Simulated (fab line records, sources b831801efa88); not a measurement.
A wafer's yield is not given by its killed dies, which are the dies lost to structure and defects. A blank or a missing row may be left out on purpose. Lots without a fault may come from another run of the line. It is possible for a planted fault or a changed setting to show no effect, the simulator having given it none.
Struck lot and sound lot, side by side :: flow sky130 :: 17 steps out of a route of 708
Sound: the wafers L170.3, L170.5, L170.6. Struck: wafers L166.1, L166.3, L166.6. At the end, the cause is stated.
Per side, at each step with rows, come the tool, then ch with its chambers, and then its first start. Under that, the readings that differ: sound wafers :: struck wafers :: difference of the means :: sigmas: that difference in standard deviations of wafers without a fault.
alike: same words and numbers on both sides, and readings whose means sit less than 2 such deviations apart. not compared: any withheld reading, any reading some wafer has no value for, any bound like >300 that may hide the same value, and any number with overlapping values for which the record gives no deviation.
A row with sigmas, a row that says differs or no value, or rows on one side alone: a step with any of these is where the two part. Non-overlapping numbers with no deviation appear without sigmas and do not part them. A reading missing from all wafers of one side parts the sides only when that side holds two or more wafers.

first, 9 steps without rows for these wafers: SKY_CAPM_CLEAN_17 (cleans in O3/DIW); SKY_METAL3_DEHYDRATE_05 (time 60 s); SKY_METAL3_HMDS_06 (prime time 60 s); SKY_METAL3_COAT_07 (resist thk 60 nm); SKY_METAL3_COAT_08 (resist thk 1140 nm); SKY_METAL3_SOFTBAKE_09 (time 90 s); SKY_METAL3_EXPOSE_10 (exposes mask MM3, target cd 300 nm); SKY_METAL3_PEB_11; SKY_METAL3_DEVELOP_12 (develop time 60 s).
SKY_METAL3_CD_MEAS_13 targets a cd of 300 nm.
  struck on cd_sem-02, day 44 05:04; sound on cd_sem-02, day 45 04:29
  alike: cd_nm
SKY_METAL3_OVL_MEAS_14:
  struck on overlay-02, day 44 05:11; sound on overlay-01, day 45 04:34
  alike: METAL3_OVL
SKY_METAL3_DESCUM_15: chemistry O2, time 8 s.
  sound on rie_metal-04 ch 0,1, day 45 04:36; struck on rie_metal-04 ch 0,1, day 44 05:14
  alike: drypump_motor_current_A, oes_product_au
  not compared: rf_hours_counter_h
SKY_METAL3_ETCH_16: etches BARC in N2/H2, stops on SiO2, time 88.2 s, target depth 60 nm.
  sound on rie_metal-04 ch 0,1, day 45 04:40; struck on rie_metal-04 ch 0,1, day 44 05:16
  no value came back on the struck wafers for any of 5 readings (bias_w (W), chamber_pressure_mTorr (mTorr) and others); on the sound wafers bias_w (W) reads 100.0 100.3 99.8
reading: model.KrF-thick_of_METAL3_COAT_08.thk_nm (nm)
sound: 1068 1073 1071
struck: 1129 1132 1135
difference: +61
sigmas: 
  not compared: rf_hours_counter_h
SKY_METAL3_ETCH_17: etches SiO2 in C4F8/O2/Ar, stops on TiN, time 3.9 s, target depth 15 nm.
  sound on rie_diel-02 ch 0,2,3, day 45 04:43; struck on rie_diel-03 ch 0,1,2, day 44 05:22
reading: oes_product_au (a.u.)
sound: 0.749 0.755 0.757
struck: 0.379 0.373 0.376
difference: -0.378
sigmas: -48
  alike: bias_w, chamber_pressure_mTorr
SKY_METAL3_METAL_ETCH_18: etches the open film in Cl2/BCl3, stops on SiO2, target depth 845 nm, time 183.1 s.
  sound on rie_metal-01 ch 0,1, day 45 04:48; struck on rie_metal-02 ch 0,1, day 44 05:23
reading: oes_product_au (a.u.)
sound: 0.861 0.874 0.860
struck: 0.380 0.374 0.358
difference: -0.494
sigmas: -88

reading: model.KrF-thick_of_METAL3_COAT_08.thk_nm (nm)
sound: 523.6 524.9 528.8
struck: 587.3 591.6 605.5
difference: +69.0
sigmas: 
  alike: bcl3_flow_sccm, bias_w, drypump_motor_current_A, throttle_valve_pct
  not compared: rf_hours_counter_h
SKY_METAL3_STRIP_19: strips in O2/N2.
  sound on plasma_asher-04 ch 0,1, day 45 04:57; struck on plasma_asher-01 ch 0,1, day 44 05:34
reading: drypump_motor_current_A (A)
sound: 5.3 5.3 5.7
struck: 5.8 6.3 6.3
difference: +0.7
sigmas: +2

reading: oes_product_au (a.u.)
sound: 0.497 0.499 0.496
struck: 0.523 0.523 0.533
difference: +0.029
sigmas: +4

reading: strip_time_to_endpoint_s (s)
sound: 6.51 6.50 6.55
struck: 7.14 7.17 7.33
difference: +0.69
sigmas: +6
  not compared: rf_hours_counter_h
then, 1 step without rows for these wafers: SKY_METAL3_STRIP_20 (strips in post etch residue remover, time 1200 s).

== WHERE THEY PART ==
Last at SKY_METAL3_STRIP_19 as far as this record goes, first at SKY_METAL3_ETCH_16.

WHY: the cause the simulator had injected
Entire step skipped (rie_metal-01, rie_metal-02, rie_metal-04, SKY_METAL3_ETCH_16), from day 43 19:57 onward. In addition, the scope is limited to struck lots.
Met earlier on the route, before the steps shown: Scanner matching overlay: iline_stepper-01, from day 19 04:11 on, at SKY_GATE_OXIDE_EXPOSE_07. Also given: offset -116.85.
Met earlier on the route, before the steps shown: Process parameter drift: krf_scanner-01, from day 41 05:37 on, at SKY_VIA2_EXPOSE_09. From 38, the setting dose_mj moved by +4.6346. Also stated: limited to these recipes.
